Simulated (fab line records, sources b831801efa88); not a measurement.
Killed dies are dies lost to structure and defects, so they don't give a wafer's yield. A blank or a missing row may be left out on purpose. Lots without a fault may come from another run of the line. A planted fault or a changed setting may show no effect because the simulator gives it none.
Which tool did it? | flow sky130 | 8 lots, 24 wafers sampled, at 1 step of a route of 708

WHAT THE GAUGES READ, wafer by wafer
SKY_FIELD_ISO_THK_MEAS_02. Usual: FIELD_ISO_OXIDATION_00_THK 11.88 nm, standard deviation 0.22.
lot  | measured    | on            | FIELD_ISO_OXIDATION_00_THK (nm) | flag
L479 | day 1 11:38 | film_metro-04 | 12.07 12.14 12.09               |
L480 | day 1 17:07 | film_metro-04 | 12.21 12.28 12.26               |
L481 | day 1 23:24 | film_metro-04 | 12.18 12.16 12.22               |
L484 | day 2 13:24 | film_metro-02 | 12.28 12.38 12.17               |
L490 | day 3 18:38 | film_metro-02 | 11.66 11.57 11.56               |
L491 | day 3 23:38 | film_metro-04 | 12.15 12.14 12.06               |
L494 | day 4 14:38 | film_metro-03 | 11.94 11.65 11.72               |
L498 | day 5 11:41 | film_metro-03 | 11.84 11.95 11.67               |

WHICH TOOL RAN EACH LOT (tool, then ch and the chambers of the sampled wafers, then the start)
The record holds no process step before these readings.

WHAT THE TOOLS THEMSELVES READ (means of the sampled wafers that have a number; where no wafer has one, the mark that the record gives instead)
The record holds no such reading with a usual standard deviation.

THE ANSWER, worked out from the rows above alone
Rule: a lot is off if the mean of its wafers that have a number lies more than 3 standard deviations from the usual mean. A lot without any number at a reading at which 4 lots or more have one is off too. The other lots that the step has rows for count as sound. The gauges are gone through in route order, then the tools' own readings, and for those a lot's mean is taken as printed above. The first step at which some lot is off is used, and at that step the reading that is off furthest; a lot without a number counts as furthest.
No lot is off at any reading shown: from this, nothing can be told.

WHAT THE SIMULATOR HAD PUT IN
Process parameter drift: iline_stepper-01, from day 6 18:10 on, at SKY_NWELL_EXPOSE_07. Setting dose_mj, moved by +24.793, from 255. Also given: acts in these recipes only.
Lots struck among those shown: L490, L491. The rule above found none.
